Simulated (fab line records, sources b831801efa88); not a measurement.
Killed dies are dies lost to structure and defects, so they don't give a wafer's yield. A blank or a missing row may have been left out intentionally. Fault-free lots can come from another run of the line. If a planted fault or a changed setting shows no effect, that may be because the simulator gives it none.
The tool behind it: which one? | flow sky130 | 11 lots with 33 wafers sampled at 5 steps, on a route of 708 steps

WHAT EACH GAUGE READ, for each wafer
The record lacks any reading of a measuring or inspecting step that a usual standard deviation could be used to judge.

WHICH TOOL RAN EACH LOT (tool, then ch and the chambers of the sampled wafers, then the start)
lot  | SKY_CONTACT_ETCH_17                | SKY_METAL3_ETCH_16                | SKY_VIA3_ETCH_15                   | SKY_METAL5_STRIP_16                  | SKY_PAD_OPEN_PROBE_99
L780 | rie-diel-02 ch 0,1,3, day 31 11:02 | rie-metal-02 ch 0,1, day 38 11:05 | rie-diel-02 ch 0,1, day 39 13:38   | plasma-asher-02 ch 0,1, day 43 18:16 | -
L781 | rie-diel-02 ch 0,1,2, day 31 13:05 | rie-metal-02 ch 0, day 38 14:17   | rie-diel-03 ch 0,1,2, day 39 17:19 | plasma-asher-04 ch 0, day 43 20:44   | -
L785 | rie-diel-01 ch 0,1,3, day 33 13:02 | rie-metal-03 ch 0,1, day 40 09:08 | rie-diel-01 ch 0,3, day 41 11:02   | plasma-asher-02 ch 0,1, day 45 11:02 | -
L788 | rie-diel-02 ch 0,1,3, day 34 08:05 | rie-metal-03 ch 0,1, day 41 02:40 | rie-diel-02 ch 0,1,3, day 42 04:11 | plasma-asher-01 ch 1, day 46 04:28   | -
L790 | rie-diel-03 ch 0,1,2, day 34 21:35 | rie-metal-04 ch 0,1, day 41 15:17 | rie-diel-03 ch 0,1,2, day 42 16:19 | plasma-asher-04 ch 0,1, day 46 10:52 | prober-01, day 48 05:47
L791 | rie-diel-03 ch 0,2,3, day 35 07:47 | rie-metal-03 ch 0,1, day 41 23:47 | rie-diel-02 ch 0,1,2, day 43 00:53 | plasma-asher-04 ch 0,1, day 46 19:35 | prober-02, day 48 13:37
L796 | rie-diel-02 ch 0,1,3, day 36 23:16 | rie-metal-03 ch 0,1, day 43 11:11 | rie-diel-01 ch 1,2,3, day 44 11:10 | plasma-asher-01 ch 0,1, day 48 03:23 | -
L799 | rie-diel-01 ch 0,3, day 37 22:50   | rie-metal-03 ch 0,1, day 44 09:08 | rie-diel-01 ch 1,2, day 45 09:01   | plasma-asher-04 ch 0,1, day 48 22:16 | -
L800 | rie-diel-02 ch 1,2, day 38 00:40   | rie-metal-02 ch 0, day 44 09:19   | rie-diel-02 ch 0,1, day 45 09:23   | plasma-asher-02 ch 0,1, day 48 23:19 | -
L801 | rie-diel-03 ch 0,2,3, day 38 09:52 | rie-metal-04 ch 0,1, day 44 18:41 | rie-diel-01 ch 1,2,3, day 45 17:52 | plasma-asher-02 ch 0,1, day 49 04:17 | -
L803 | rie-diel-01 ch 0,2,3, day 38 18:42 | rie-metal-02 ch 0,1, day 45 00:44 | rie-diel-02 ch 1,2,3, day 45 23:46 | plasma-asher-04 ch 0,1, day 49 10:19 | -
- SKY_CONTACT_ETCH_17: etches SiO2 in C4F8/O2/Ar, stops on Si3N4, target depth 340 nm.
- SKY_METAL3_ETCH_16: etches BARC in N2/H2, stops on SiO2, time 88.2 s, target depth 60 nm.
- SKY_VIA3_ETCH_15: etches SiO2 in C4F8/O2/Ar, stops on TiN, target depth 507 nm, time 78 s.
- SKY_METAL5_STRIP_16: strips in O2/N2.
- SKY_PAD_OPEN_PROBE_99

AS READ BY THE TOOLS THEMSELVES (means over the sampled wafers that have a number; for cases with no such wafer, the mark the record gives instead)
SKY_CONTACT_ETCH_17.
lot  | tool        | chamber-pressure-mTorr (mTorr) | oes-product-au (a.u.) | rf-fwd-power-W (W)
L780 | rie-diel-02 | 40.01                          | 0.891                 | 1483
L781 | rie-diel-02 | 39.99                          | 0.890                 | 1488
L785 | rie-diel-01 | 40.00                          | 0.891                 | 1489
L788 | rie-diel-02 | 40.01                          | 0.890                 | 1492
L790 | rie-diel-03 | 40.03                          | 0.893                 | 1485
L791 | rie-diel-03 | 40.03                          | 0.899                 | 1489
L796 | rie-diel-02 | 40.00                          | 0.890                 | 1488
L799 | rie-diel-01 | 39.98                          | 0.884                 | 1490
L800 | rie-diel-02 | 40.00                          | 0.892                 | 1486
L801 | rie-diel-03 | 40.00                          | 0.887                 | 1482
L803 | rie-diel-01 | 40.00                          | 0.891                 | 1489

SKY_METAL3_ETCH_16.
lot  | tool         | chamber-pressure-mTorr (mTorr) | drypump-motor-current-A (A) | oes-product-au (a.u.) | rf-fwd-power-W (W) | throttle-valve-pct (%)
L780 | rie-metal-02 | 29.983                         | 5.1                         | 0.623                 | 495.9              | 13.213
L781 | rie-metal-02 | 30.001                         | 5.3                         | 0.620                 | 496.2              | 13.200
L785 | rie-metal-03 | 30.008                         | 5.9                         | 0.632                 | 496.2              | 13.200
L788 | rie-metal-03 | 30.003                         | 5.9                         | 0.625                 | 496.2              | 13.204
L790 | rie-metal-04 | 30.016                         | 5.3                         | 0.624                 | 499.7              | 13.200
L791 | rie-metal-03 | 30.001                         | 5.9                         | 0.628                 | 496.1              | 13.208
L796 | rie-metal-03 | 29.995                         | 6.2                         | 0.624                 | 497.4              | 13.201
L799 | rie-metal-03 | 30.009                         | 5.9                         | 0.625                 | 496.2              | 13.213
L800 | rie-metal-02 | 30.004                         | 5.3                         | 0.627                 | 497.1              | 13.203
L801 | rie-metal-04 | 29.973                         | 5.6                         | 0.620                 | 498.1              | 13.221
L803 | rie-metal-02 | 30.000                         | 5.2                         | 0.625                 | 496.0              | 13.211

SKY_VIA3_ETCH_15.
lot  | tool        | chamber-pressure-mTorr (mTorr) | oes-product-au (a.u.) | rf-fwd-power-W (W)
L780 | rie-diel-02 | 40.00                          | 0.942                 | 1483
L781 | rie-diel-03 | 40.05                          | 0.944                 | 1488
L785 | rie-diel-01 | 40.02                          | 0.941                 | 1491
L788 | rie-diel-02 | 39.97                          | 0.948                 | 1489
L790 | rie-diel-03 | 40.02                          | 0.945                 | 1492
L791 | rie-diel-02 | 40.02                          | 0.950                 | 1491
L796 | rie-diel-01 | 40.01                          | 0.944                 | 1487
L799 | rie-diel-01 | 40.03                          | 0.946                 | 1491
L800 | rie-diel-02 | 40.00                          | 0.947                 | 1492
L801 | rie-diel-01 | 40.07                          | 0.950                 | 1484
L803 | rie-diel-02 | 39.99                          | 0.944                 | 1491

SKY_METAL5_STRIP_16.
lot  | tool            | chamber-pressure-mTorr (mTorr) | drypump-motor-current-A (A) | oes-product-au (a.u.) | strip-time-to-endpoint-s (s)
L780 | plasma-asher-02 | 1499.9                         | 5.65                        | 0.711                 | 13.03
L781 | plasma-asher-04 | 1499.6                         | 5.12                        | 0.711                 | 13.08
L785 | plasma-asher-02 | 1499.9                         | 5.53                        | 0.710                 | 13.02
L788 | plasma-asher-01 | 1499.5                         | 5.53                        | 0.707                 | 13.21
L790 | plasma-asher-04 | 1500.8                         | 5.33                        | 0.711                 | 13.10
L791 | plasma-asher-04 | 1499.1                         | 5.50                        | 0.708                 | 13.05
L796 | plasma-asher-01 | 1499.9                         | 5.73                        | 0.710                 | 13.18
L799 | plasma-asher-04 | 1499.7                         | 5.32                        | 0.707                 | 13.21
L800 | plasma-asher-02 | 1499.3                         | 5.51                        | 0.708                 | 12.90
L801 | plasma-asher-02 | 1500.3                         | 5.62                        | 0.703                 | 13.25
L803 | plasma-asher-04 | 1499.6                         | 5.52                        | 0.712                 | 13.20

SKY_PAD_OPEN_PROBE_99.
lot  | tool      | killed_at_M0_to_M3 | killed_at_M4_up | killed-at-contacts | killed-at-front-end | killed-at-other | killed-dies | killed-open | killed-short
L790 | prober-01 | 46                 | 6.7             | 43                 | 13                  | 0.0             | 109         | 55          | 37
L791 | prober-02 | 41                 | 2.7             | 39                 | 17                  | 0.0             | 99          | 46          | 37

THE ANSWER, worked out from the rows above alone
Rule: usual is defined by the lots themselves. The widest of any qualifying gaps counts: lots, ordered by their means at a reading, are off when they make up no more than a third of the lots, leave a main group of 4 or more, and stand apart from it by 3 or more times the standard deviation of that group's means. The tables above print the reading to a certain number of digits; a main group whose means all agree to those digits is not used. Also off: a lot with no number at a reading for which 4 or more lots have one. Any other lot the step has rows for is counted as sound. Order of review: gauges by route order, followed by the tools' own readings, for which a lot's mean as printed above is used. At the first step where some lot is off, the reading lying furthest off is the one used; lots without a number count as furthest.
No lot is off on any of the readings shown, so nothing can be concluded from this.

WHAT WAS PUT IN BY THE SIMULATOR
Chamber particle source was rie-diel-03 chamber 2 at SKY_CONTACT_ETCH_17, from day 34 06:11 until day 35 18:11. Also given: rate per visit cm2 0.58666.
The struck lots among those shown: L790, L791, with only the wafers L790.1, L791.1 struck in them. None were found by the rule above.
